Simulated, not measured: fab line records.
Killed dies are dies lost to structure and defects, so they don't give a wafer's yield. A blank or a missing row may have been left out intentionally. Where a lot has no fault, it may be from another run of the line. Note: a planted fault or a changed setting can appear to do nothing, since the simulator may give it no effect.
What tool caused it?    flow gf180mcu    36 wafers from 12 lots sampled at 5 of the route's 602 steps

WHAT THE GAUGES SHOWED, per wafer
GF_POLY_GATE_OVL_MEAS_11. Usual: POLY_GATE_OVL gives 0 nm (standard deviation 5.2).
lot   measured      on          POLY_GATE_OVL (nm)  flag
L841  day 9 01:44   overlay-01  2 3 5               
L842  day 9 12:53   overlay-02  -17 -7 -6           
L843  day 9 18:19   overlay-02  -2 -12 -8           
L844  day 9 23:52   overlay-02  -1 -4 -1            
L848  day 11 07:38  overlay-01  5 -4 0              
L853  day 12 18:08  overlay-01  4 -1 4              
L857  day 13 23:16  overlay-01  2 -7 -4             
L859  day 14 13:44  overlay-02  6 1 -2              
L861  day 15 05:25  overlay-01  -5 -2 -4            
L862  day 15 11:46  overlay-01  10 5 1              
L863  day 15 15:55  overlay-02  6 0 -3              
L864  day 16 03:05  overlay-01  -2 -3 -5            

GF_NSD_TW_MEAS_12. Usual: NSD_TW gives 4223 (standard deviation 33).
lot   measured      on            NSD_TW          flag
L841  day 13 04:47  filmMetro-03  4210 4222 4224  
L842  day 13 17:37  filmMetro-03  4175 4207 4213  
L843  day 14 01:07  filmMetro-04  4260 4258 4266  
L844  day 14 07:58  filmMetro-01  4232 4233 4223  
L848  day 15 18:07  filmMetro-03  4202 4220 4211  
L853  day 17 12:29  filmMetro-03  4196 4218 4220  
L857  day 18 22:40  filmMetro-03  4163 4163 4193  
L859  day 19 15:04  filmMetro-03  4215 4235 4225  
L861  day 20 08:59  filmMetro-04  4275 4254 4264  
L862  day 20 14:58  filmMetro-01  4246 4229 4247  
L863  day 20 18:52  filmMetro-01  4249 4228 4272  
L864  day 21 08:43  filmMetro-01  4254 4248 4246  

GF_CONTACT_RS_MEAS_25: measurement is done with a four-point probe. Usual: CONTACT_W_RS gives 0.382 ohm/sq (standard deviation 0.005).
lot   measured      on            CONTACT_W_RS (ohm/sq)                flag
L841  day 15 22:14  filmMetro-01  0.382 0.375 0.381                    
L842  day 16 13:11  filmMetro-02  0.379 0.379 0.384                    
L843  day 16 20:46  filmMetro-04  0.382 0.386 0.385                    
L844  day 17 04:58  filmMetro-02  0.388 0.380 0.383                    
L848  day 18 17:08  filmMetro-01  0.381 0.381 0.381                    
L853  day 20 15:56  filmMetro-02  0.374 0.502 0.375 0.374 0.502 0.376  OFF
L857  day 22 00:41  filmMetro-04  0.386 0.387 0.383                    
L859  day 22 18:09  filmMetro-02  0.391 0.383 0.395                    
L861  day 23 10:23  filmMetro-02  0.378 0.377 0.376                    
L862  day 23 16:26  filmMetro-01  0.387 0.388 0.382                    
L863  day 23 20:34  filmMetro-02  0.385 0.384 0.383                    
L864  day 24 09:50  filmMetro-02  0.388 0.391 0.392                    

GF_CONTACT_THK_MEAS_26: measures by xrf. Usual: CONTACT_W_THK gives 296 nm (standard deviation 4.2).
lot   measured      on            CONTACT_W_THK (nm)       flag
L841  day 15 22:20  filmMetro-01  293 297 293              
L842  day 16 13:18  filmMetro-02  296 297 293              
L843  day 16 20:53  filmMetro-04  296 295 295              
L844  day 17 05:05  filmMetro-02  291 297 291              
L848  day 18 17:15  filmMetro-01  294 295 296              
L853  day 20 22:05  filmMetro-02  300 225 299 301 225 298  OFF
L857  day 22 00:48  filmMetro-04  295 296 299              
L859  day 22 18:15  filmMetro-02  287 294 283              
L861  day 23 10:30  filmMetro-02  300 298 299              
L862  day 23 16:33  filmMetro-01  294 294 299              
L863  day 23 20:40  filmMetro-02  294 294 295              
L864  day 24 09:58  filmMetro-02  292 289 289              

EACH LOT AND THE TOOL THAT RAN IT (in order: tool; ch and the chambers of the sampled wafers; start)
lot   GF_CONTACT_CVD_24
L841  cvdW-02 ch 0,1, day 15 22:07
L842  cvdW-01 ch 0,1, day 16 13:05
L843  cvdW-01 ch 0,1, day 16 20:40
L844  cvdW-01 ch 0,1, day 17 04:52
L848  cvdW-02 ch 0,1, day 18 17:02
L853  cvdW-02 ch 0,1, day 20 15:49
L857  cvdW-01 ch 0,1, day 22 00:35
L859  cvdW-01 ch 0,1, day 22 18:02
L861  cvdW-02 ch 0,1, day 23 10:16
L862  cvdW-01 ch 0,1, day 23 16:20
L863  cvdW-01 ch 1, day 23 20:26
L864  cvdW-01 ch 0,1, day 24 09:44
- GF_CONTACT_CVD_24: deposits W, target thk 300 nm, time 90.339 s.

AS READ BY THE TOOLS THEMSELVES (means over the sampled wafers that have a number; for cases with no such wafer, the mark the record gives instead)
GF_CONTACT_CVD_24. Usual: 909 W for heaterPowerW, sd 86.
lot   tool     heaterPowerW (W)  flag
L841  cvdW-02  909               
L842  cvdW-01  921               
L843  cvdW-01  895               
L844  cvdW-01  917               
L848  cvdW-02  927               
L853  cvdW-02  979               
L857  cvdW-01  896               
L859  cvdW-01  848               
L861  cvdW-02  919               
L862  cvdW-01  840               
L863  cvdW-01  941               
L864  cvdW-01  839               

THE ANSWER, worked out from the rows above alone
Rule: a lot counts as off when the mean over its wafers that have a number is more than 3 standard deviations away from the usual mean. A lot without any number at a reading at which 4 lots or more have one is off too. All remaining lots with rows at the step are treated as sound. After the gauges, taken in route order, come the tools' own readings; for these a lot's mean is taken, as printed above. At the first step where some lot is off, the reading lying furthest off is the one used; lots without a number count as furthest.
Off: at GF_CONTACT_RS_MEAS_25 (CONTACT_W_RS), L853.
If a tool, at a process step before that reading, ran all the lots that are off and no sound lot after the first of them, it fits. The gauges at GF_CONTACT_RS_MEAS_25 are tried like those tools. None of those tried fits.

WHAT THE SIMULATOR HAD PUT IN
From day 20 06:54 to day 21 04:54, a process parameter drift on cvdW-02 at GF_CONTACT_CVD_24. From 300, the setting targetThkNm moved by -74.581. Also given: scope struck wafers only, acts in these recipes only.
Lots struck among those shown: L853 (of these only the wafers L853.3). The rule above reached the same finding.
